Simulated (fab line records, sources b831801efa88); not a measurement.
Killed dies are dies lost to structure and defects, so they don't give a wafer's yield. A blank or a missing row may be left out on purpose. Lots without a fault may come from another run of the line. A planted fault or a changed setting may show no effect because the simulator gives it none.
Which tool did it? | flow gf180mcu | 7 lots, 21 wafers sampled, at 2 steps of a route of 602

WHAT THE GAUGES READ, wafer by wafer
GF_V2_RS_MEAS_24: measures by four-point-probe.
lot  | measured     | on            | V2_W_RS (ohm/sq)
L884 | day 20 18:45 | film_metro-02 | 0.3284 0.3310 0.3290
L891 | day 23 07:33 | film_metro-01 | 0.3235 0.3309 0.3286
L893 | day 24 09:52 | film_metro-04 | 44.093 43.935 43.338
L896 | day 25 04:37 | film_metro-02 | 44.746 44.080 44.287
L901 | day 27 00:07 | film_metro-02 | 0.3274 0.3274 0.3280
L903 | day 27 13:08 | film_metro-04 | 0.3329 0.3337 0.3316
L905 | day 28 04:17 | film_metro-01 | 0.3276 0.3301 0.3265

WHICH TOOL RAN EACH LOT (tool, then ch and the chambers of the sampled wafers, then the start)
lot  | GF_V2_CVD_23
L884 | cvd_w-01 ch 0,1, day 20 18:38
L891 | cvd_w-01 ch 0,1, day 23 07:26
L893 | cvd_w-02 ch 0,1, day 24 09:45
L896 | cvd_w-02 ch 0,1, day 25 04:30
L901 | cvd_w-01 ch 0,1, day 26 23:59
L903 | cvd_w-01 ch 0,1, day 27 13:01
L905 | cvd_w-02 ch 0,1, day 28 04:10
- GF_V2_CVD_23: deposits W, target thk 350 nm, time 104.94 s.

THE ANSWER, worked out from the rows above alone
Rule: what is usual is taken from the lots themselves. Put in order of their means at a reading, lots are off if they are a third of the lots or fewer, leave a main group of 4 or more, and stand apart from it by a gap of 3 or more times the standard deviation of the main group's means; of several such gaps the widest counts. A main group whose means are all the same, to the digits that the tables above print for the reading, isn't used. A lot without any number at a reading at which 4 lots or more have one is off too. The other lots that the step has rows for count as sound.
Off: L893, L896, at GF_V2_RS_MEAS_24 (V2_W_RS). The main group: mean 0.3291 ohm/sq, standard deviation 0.0019.
A tool fits if, at a process step before that reading, it ran every lot that is off, and no sound lot after the first of them. The gauges at GF_V2_RS_MEAS_24 are tried like those tools. None of those tried fits.

WHAT THE SIMULATOR HAD PUT IN
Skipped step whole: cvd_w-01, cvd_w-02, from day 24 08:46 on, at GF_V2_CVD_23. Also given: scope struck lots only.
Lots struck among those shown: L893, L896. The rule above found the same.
